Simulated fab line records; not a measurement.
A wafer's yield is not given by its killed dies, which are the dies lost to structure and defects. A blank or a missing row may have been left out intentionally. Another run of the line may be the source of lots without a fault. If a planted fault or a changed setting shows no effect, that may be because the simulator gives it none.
fab line records	flow sky130
record: lots: 13	wafers: 39	last_day: 50
route steps=708 shown NWELL@67 METAL4@598 CAP2M@606 PAD_OPEN@701
lots that met no fault: taken from a fault-free run of the same line
start_h: hours from the record's opening day to when the first of the lot's shown wafers began	wait_h: hours from the lot's prior step to this one	" same as the row above	L1.1+2: several wafers, shown together as one row	- no value, or no start given	* or withheld: withheld	< > ~ a bound
route shown NAME@n: NAME is a module with steps in the file, n the number in the route of the first one	usual: mean/standard deviation of fault-free wafers	same: alike in all rows	chamber/n: place in a boat	sites: the reading at each site	_std_site: the values' standard deviation	_edge_site: inner sites' mean taken away from outer sites' mean	radius_mm: how far each site lies from the wafer's centre	mask NAME#n: copy n	behind: the tool/chamber that last shaped the wafer	hold: why the lot was held/for how many hours/how that ended	device: whichever transistor did not switch (one of n, p or np)	end of line: at the end of the route, the tests of the same wafers	a step given without rows: its recipe and nothing more	killed: not the wafer's yield, but the dies lost to structure and defects at the first sort	map: per-die view of a wafer (x killed, . not killed, _ where there is no die)
set.NAME: the setting the step ran with; set.NAME@STEP: the setting that earlier step ran with	model.NAME: the simulator's own value behind a step, which no gauge read
the route's steps for a sample of lots (tables are steps, rows are wafers)
services: when a tool's chamber went out of use (start_h, in hours from the record's first day, below 0 if earlier), for how many hours, and the reason
== steps ==
step: SKY_NWELL_STRIP_14
recipe: chemistry: O2/N2	power_w: 1400	pressure_mtorr: 1500	platen_temp_c: withheld	o2_flow_sccm: 3000	n2_flow_sccm: 300	overash_fraction: 0.5
usual: drypump_motor_current_A: 5.7/0.5	oes_product_au: 0.723/0.0044	strip_time_to_endpoint_s: 36.93/0.088
lot.wafer	tool	chamber	start_h	wait_h	drypump_motor_current_A	oes_product_au	rf_hours_counter_h	strip_time_to_endpoint_s
L713.1	plasma_asher-03	0	99.31	0.1	5.6	0.727	41	37.02
L713.2	"	1	"	"	5.1	0.726	41	37.01
L713.4	"	1	"	"	5.1	0.723	-	37.01
L716.2	plasma_asher-01	1	119.71	0.1	6.5	0.725	0	36.91
L716.4	"	1	"	"	6.5	0.721	-	36.87
L716.6	"	0	"	"	5.3	0.720	-	36.95
L718.2	plasma_asher-02	1	129.20	0.1	6.1	0.729	45	36.98
L718.5	"	0	"	"	5.4	0.713	-	36.94
L718.6	"	1	"	"	6.1	0.718	-	36.89
L719.2	plasma_asher-01	0	134.75	0.1	5.3	0.720	2	36.97
L719.3	"	0	"	"	5.3	0.731	-	36.95
L719.6	"	1	"	"	6.5	0.717	-	36.82
L720.1	plasma_asher-01	0	137.95	0.1	5.3	0.719	2	36.83
L720.4	"	0	"	"	5.3	0.720	-	36.92
L720.5	"	1	"	"	6.5	0.719	-	36.91
L721.1	plasma_asher-02	1	142.75	0.1	6.0	0.715	46	36.92
L721.4	"	0	"	"	5.4	0.728	-	36.91
L721.6	"	0	"	"	5.4	0.735	-	36.98
L724.2	plasma_asher-01	0	162.35	0.1	5.3	0.727	4	36.91
L724.4	"	1	"	"	6.5	0.727	-	36.89
L724.5	"	1	"	"	6.5	0.719	-	36.97
L725.1	plasma_asher-01	0	167.95	0.1	5.3	0.722	5	36.99
L725.3	"	1	"	"	6.5	0.716	-	37.01
L725.4	"	0	"	"	5.3	0.725	-	37.05
L726.2	plasma_asher-03	1	171.85	0.1	5.1	0.724	49	36.89
L726.3	"	0	"	"	5.6	0.728	-	36.83
L726.4	"	1	"	"	5.2	0.721	-	36.79
L729.1	plasma_asher-03	0	192.66	0.1	5.6	0.722	51	36.96
L729.2	"	1	"	"	5.2	0.714	51	37.00
L729.4	"	0	"	"	5.6	0.730	-	36.84
L730.2	plasma_asher-02	0	195.45	0.1	5.4	0.724	52	37.01
L730.3	"	0	"	"	5.4	0.722	-	37.02
L730.5	"	1	"	"	6.0	0.724	-	36.97
L731.1	plasma_asher-03	0	202.91	0.1	5.6	0.718	52	36.91
L731.2	"	1	"	"	5.1	0.720	52	36.99
L731.6	"	0	"	"	5.6	0.723	-	36.90
L734.3	plasma_asher-01	0	219.48	0.1	5.3	0.720	-	36.89
L734.4	"	1	"	"	6.5	0.724	-	36.87
L734.5	"	1	"	"	6.4	0.728	-	36.87
step: SKY_METAL4_SPUTTER_00
recipe: material: Ti	target_thk_nm: 15	power_w: 3000	time_s: 10	chamber_pressure_pa: 0.4
usual: throttle_valve_pct: 29.9/0.91
lot.wafer	tool	chamber	start_h	wait_h	throttle_valve_pct
L713.1	pvd_sputter-02	-	954.84	0.1	28.7
L713.2	"	-	"	"	31.0
L713.4	"	-	"	"	29.5
L716.2	pvd_sputter-04	-	975.21	0.1	29.3
L716.4	"	-	"	"	31.6
L716.6	"	-	"	"	30.8
L718.2	pvd_sputter-02	-	987.13	0.2	29.5
L718.5	"	-	"	"	31.0
L718.6	"	-	"	"	28.6
L719.2	pvd_sputter-04	-	997.57	0.2	30.6
L719.3	"	-	"	"	30.2
L719.6	"	-	"	"	29.5
L720.1	pvd_sputter-02	-	999.31	0.2	28.9
L720.4	"	-	"	"	30.9
L720.5	"	-	"	"	29.2
L721.1	pvd_sputter-03	-	1008.50	0.2	29.4
L721.4	"	-	"	"	30.1
L721.6	"	-	"	"	29.6
L724.2	pvd_sputter-04	-	1025.80	0.1	29.3
L724.4	"	-	"	"	30.2
L724.5	"	-	"	"	31.4
L725.1	pvd_sputter-02	-	1033.57	0.2	29.5
L725.3	"	-	"	"	31.1
L725.4	"	-	"	"	29.5
L726.2	pvd_sputter-04	-	1042.42	0.2	29.4
L726.3	"	-	"	"	30.8
L726.4	"	-	"	"	30.1
L729.1	pvd_sputter-02	-	1056.92	0.1	29.3
L729.2	"	-	"	"	29.4
L729.4	"	-	"	"	28.9
L730.2	pvd_sputter-03	-	1058.74	0.2	29.4
L730.3	"	-	"	"	29.8
L730.5	"	-	"	"	28.5
L731.1	pvd_sputter-04	-	1065.28	0.1	29.2
L731.2	"	-	"	"	29.8
L731.6	"	-	"	"	30.7
L734.3	pvd_sputter-04	-	1082.69	0.1	29.2
L734.4	"	-	"	"	30.0
L734.5	"	-	"	"	29.2
step: SKY_CAP2M_RS_MEAS_03
recipe: thk_meas_gauge: four-point-probe	reads: TiN_of_CAP2M_SPUTTER_02
usual: CAP2M_TIN_RS: 6.88/0.064
lot.wafer	tool	chamber	start_h	wait_h	CAP2M_TIN_RS[ohm/sq]
L713.1	film_metro-04	-	955.19	0.1	6.92
L713.2	"	-	"	"	6.93
L713.4	"	-	"	"	6.82
L716.2	film_metro-02	-	975.58	0.1	6.91
L716.4	"	-	"	"	6.89
L716.6	"	-	"	"	6.91
L718.2	film_metro-03	-	987.50	0.1	6.95
L718.5	"	-	"	"	6.89
L718.6	"	-	"	"	6.86
L719.2	film_metro-04	-	997.94	0.1	6.89
L719.3	"	-	"	"	6.95
L719.6	"	-	"	"	6.96
L720.1	film_metro-02	-	999.66	0.1	6.84
L720.4	"	-	"	"	6.81
L720.5	"	-	"	"	6.84
L721.1	film_metro-02	-	1008.84	0.1	6.82
L721.4	"	-	"	"	6.82
L721.6	"	-	"	"	6.76
L724.2	film_metro-03	-	1026.16	0.1	6.99
L724.4	"	-	"	"	6.97
L724.5	"	-	"	"	7.00
L725.1	film_metro-03	-	1033.92	0.1	6.94
L725.3	"	-	"	"	6.79
L725.4	"	-	"	"	6.89
L726.2	film_metro-04	-	1042.78	0.1	6.90
L726.3	"	-	"	"	6.90
L726.4	"	-	"	"	6.91
L729.1	film_metro-04	-	1057.27	0.1	6.84
L729.2	"	-	"	"	6.80
L729.4	"	-	"	"	6.92
L730.2	film_metro-04	-	1059.11	0.1	6.92
L730.3	"	-	"	"	6.94
L730.5	"	-	"	"	6.90
L731.1	film_metro-03	-	1065.62	0.1	6.96
L731.2	"	-	"	"	6.83
L731.6	"	-	"	"	6.91
L734.3	film_metro-03	-	1083.08	0.1	6.92
L734.4	"	-	"	"	6.90
L734.5	"	-	"	"	6.97
step: SKY_PAD_OPEN_ETCH_07
recipe: chemistry: CF4/O2	target_depth_nm: 725	stop_on: AlCu	source_w: 800	bias_w: 150	pressure_mtorr: 150	cf4_flow_sccm: 80	O2_flow_sccm: 10	time_s: 161.1
usual: drypump_motor_current_A: 5.8/0.38	oes_product_au: 0.977/0.0075	throttle_valve_pct: 5.965/0.0089
lot.wafer	tool	chamber	start_h	wait_h	drypump_motor_current_A	oes_product_au	rf_hours_counter_h	throttle_valve_pct
L713.1	rie_diel-04	2	1095.01	-	6.0	0.967	1	5.965
L713.2	"	3	"	"	6.2	0.979	27	5.960
L713.4	"	0	"	"	5.8	0.980	28	5.968
L716.2	rie_diel-02	0	1112.07	-	5.1	0.972	21	5.966
L716.4	"	2	"	"	6.5	0.974	29	5.977
L716.6	"	3	"	"	5.4	0.979	-	5.965
L718.2	rie_diel-04	1	1123.16	-	5.6	0.974	19	5.960
L718.5	"	2	"	"	6.1	0.978	-	5.974
L718.6	"	1	"	"	5.6	0.960	-	5.967
L719.2	rie_diel-04	0	1129.26	-	5.9	0.973	29	5.967
L719.3	"	1	"	"	5.6	0.974	19	5.957
L719.6	"	0	"	"	5.9	0.986	-	5.978
L720.1	rie_diel-04	2	1131.22	-	6.0	0.978	3	5.956
L720.4	"	3	"	"	6.2	0.988	28	5.970
L720.5	"	1	"	"	5.6	0.981	-	5.961
L721.1	rie_diel-04	3	1141.52	-	6.2	0.984	29	5.962
L721.4	"	1	"	"	5.6	0.993	20	5.984
L721.6	"	3	"	"	6.2	0.985	-	5.972
L724.2	rie_diel-01	3	1153.47	-	6.0	0.968	3	5.944
L724.4	"	1	"	"	5.5	0.977	12	5.962
L724.5	"	3	"	"	6.0	0.978	-	5.963
L725.1	rie_diel-01	1	1161.62	-	5.5	0.974	13	5.961
L725.3	"	3	"	"	6.0	0.979	4	5.963
L725.4	"	0	"	"	5.9	0.971	9	5.955
L726.2	rie_diel-01	3	1167.47	-	6.0	0.970	4	5.957
L726.3	"	0	"	"	5.9	0.970	9	5.964
L726.4	"	1	"	"	5.5	0.976	13	5.969
L729.1	rie_diel-02	1	1179.71	-	6.3	0.974	27	5.959
L729.2	"	3	"	"	5.4	0.979	23	5.976
L729.4	"	0	"	"	5.1	0.977	-	5.962
L730.2	rie_diel-04	1	1181.02	-	5.6	0.977	22	5.980
L730.3	"	2	"	"	6.0	0.970	5	5.961
L730.5	"	1	"	"	5.6	0.972	-	5.954
L731.1	rie_diel-02	0	1184.92	-	5.1	0.972	23	5.955
L731.2	"	1	"	"	6.3	0.976	28	5.961
L731.6	"	0	"	"	5.1	0.978	-	5.964
L734.3	rie_diel-01	2	1198.31	-	5.6	0.986	17	5.975
L734.4	"	1	"	"	5.5	0.972	14	5.949
L734.5	"	0	"	"	5.9	0.992	-	5.957
step: SKY_PAD_OPEN_PROBE_99
usual: killed_at_M0_to_M3: 42/7.2	killed_at_M4_up: 3.5/1.8	killed_at_contacts: 25/5.7	killed_at_front_end: 16/4.6	killed_at_other: 0.2/0.41	killed_dies: 86/9.3	killed_open: 47/6.3	killed_short: 39/5.9
same: gross_dies: 492	killed_at_back_side: 0
lot.wafer	tool	chamber	start_h	wait_h	killed_at_M0_to_M3	killed_at_M4_up	killed_at_contacts	killed_at_front_end	killed_at_other	killed_dies	killed_open	killed_short
L726.2	prober-02	-	1169.88	0.1	23	3	27	80	0	133	44	25
L726.3	prober-02	-	1169.93	0.2	46	3	35	19	0	103	56	47
L726.4	prober-02	-	1169.98	0.2	40	3	22	91	0	156	54	39
L729.1	prober-01	-	1182.02	0.1	36	1	23	18	1	79	46	33
L729.2	prober-01	-	1182.07	0.1	27	2	36	84	1	150	43	37
L729.4	prober-01	-	1182.17	0.2	38	1	30	15	0	84	42	42
L731.1	prober-01	-	1187.24	0.1	42	2	25	16	0	85	47	38
L731.2	prober-01	-	1187.29	0.1	36	3	27	82	0	148	37	39
L731.6	prober-01	-	1187.49	0.2	49	0	17	17	0	83	48	35
killed by level:class
L726.2 NWELL:unspecified=64 CONTACT:geometric_particle:open=12 LI_CONTACT:geometric_particle:open=8 VIA1:geometric_particle:open=7 VIA3:geometric_particle:open=5 LOCAL_INTERCONNECT:geometric_particle:short=4 FIELD_ISO:geometric_particle:short=3 POLY_GATE:geometric_particle:open=3
L726.3 CONTACT:geometric_particle:open=19 VIA1:geometric_particle:open=12 POLY_GATE:geometric_particle:short=7 FIELD_ISO:geometric_particle:short=6 VIA2:geometric_particle:open=6 METAL2:geometric_particle:short=6 CONTACT:geometric_particle:short=6 VIA1:geometric_particle:short=5
L726.4 NWELL:unspecified=63 VIA3:geometric_particle:open=13 CONTACT:geometric_particle:open=8 FIELD_ISO:geometric_particle:short=7 POLY_GATE:geometric_particle:short=7 VIA2:geometric_particle:open=7 POLY_GATE:geometric_particle:open=6 VIA1:geometric_particle:open=6
L729.1 CONTACT:geometric_particle:open=10 VIA1:geometric_particle:open=8 VIA2:geometric_particle:open=8 VIA1:geometric_particle:short=7 LOCAL_INTERCONNECT:geometric_particle:short=5 METAL2:geometric_particle:short=5 FIELD_ISO:geometric_particle:short=4 POLY_GATE:geometric_particle:open=4
L729.2 NWELL:unspecified=70 LI_CONTACT:geometric_particle:open=12 LI_CONTACT:geometric_particle:short=7 CONTACT:geometric_particle:short=7 FIELD_ISO:geometric_particle:open=6 VIA1:geometric_particle:open=6 VIA3:geometric_particle:open=6 LOCAL_INTERCONNECT:geometric_particle:short=4
L729.4 LI_CONTACT:geometric_particle:open=9 VIA1:geometric_particle:open=9 LOCAL_INTERCONNECT:geometric_particle:short=8 CONTACT:geometric_particle:open=8 VIA1:geometric_particle:short=7 VIA3:geometric_particle:open=6 METAL2:geometric_particle:short=5 FIELD_ISO:geometric_particle:short=4
L731.1 VIA3:geometric_particle:open=10 CONTACT:geometric_particle:open=8 METAL2:geometric_particle:short=7 VIA2:geometric_particle:open=7 CONTACT:geometric_particle:short=5 POLY_GATE:geometric_particle:open=5 VIA1:geometric_particle:open=5 LI_CONTACT:geometric_particle:open=5
L731.2 NWELL:unspecified=72 CONTACT:geometric_particle:open=10 VIA1:geometric_particle:open=9 LOCAL_INTERCONNECT:geometric_particle:short=6 LI_CONTACT:geometric_particle:short=5 VIA3:geometric_particle:short=5 VIA2:geometric_particle:short=4 FIELD_ISO:geometric_particle:open=3
L731.6 VIA2:geometric_particle:open=11 CONTACT:geometric_particle:open=10 FIELD_ISO:geometric_particle:short=7 VIA1:geometric_particle:open=7 VIA3:geometric_particle:open=6 VIA1:geometric_particle:short=6 METAL1:geometric_particle:short=4 FIELD_ISO:geometric_particle:open=3
== services ==
tool	chamber	start_h	hours	kind
plasma_asher-01	-	108.75	9.0	pm
rie_diel-04	1	154.44	8.1	repair
rie_diel-04	3	213.80	4.4	repair
plasma_asher-01	-	233.73	14.6	pm
pvd_sputter-04	-	281.01	1.3	repair
rie_diel-04	-	331.79	0.2	repair
rie_diel-04	2	341.63	2.1	repair
rie_diel-04	-	357.03	0.1	repair
rie_diel-04	2	374.29	35.1	repair
rie_diel-04	0	436.42	13.1	repair
plasma_asher-01	-	439.25	2.6	repair
rie_diel-04	-	466.20	4.3	pm
rie_diel-04	-	470.53	4.0	pm
pvd_sputter-04	-	480.37	1.3	repair
rie_diel-04	0	483.98	12.5	repair
rie_diel-04	3	499.47	7.8	repair
rie_diel-04	-	503.53	15.6	pm
rie_diel-04	0	570.59	6.4	repair
rie_diel-04	-	610.31	14.6	pm
rie_diel-04	1	646.31	4.9	repair
rie_diel-04	0	666.80	4.8	repair
plasma_asher-01	-	690.99	0.4	repair
rie_diel-04	0	722.37	15.5	repair
rie_diel-04	3	732.15	4.1	repair
== key ==
first_sign: step: SKY_PAD_OPEN_PROBE_99	reading: killed_at_front_end	direction: up	sigmas: 15	usual: 16	struck: 84
effect: step: SKY_PAD_OPEN_PROBE_99	reading: killed_dies	direction: up	sigmas: 6.5	usual: 86	struck: 147
met_at SKY_NWELL_STRIP_14
struck_lots L726,L729,L731
struck_wafers L726.2,L726.4,L729.2,L731.2
tester_left_out L726,L729,L731
not_acting_at SKY_METAL4_SPUTTER_00,SKY_CAP2M_RS_MEAS_03,SKY_PAD_OPEN_ETCH_07
onset_between 99.31 171.85
fault: kind: chamber_particle_source	tool: plasma_asher-03	chamber: 1	onset_h: 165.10	steps: SKY_NWELL_STRIP_14	rate_per_visit_cm2: 1.9724	end_h: 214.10
tester_left_out: of these lots the tester's yield and bins aren't shown, on N5 and GAA mostly nor the transistor test; their killed dies are dies lost to structure and defects alone, not to doping, threshold or leakage, so they don't give the yield
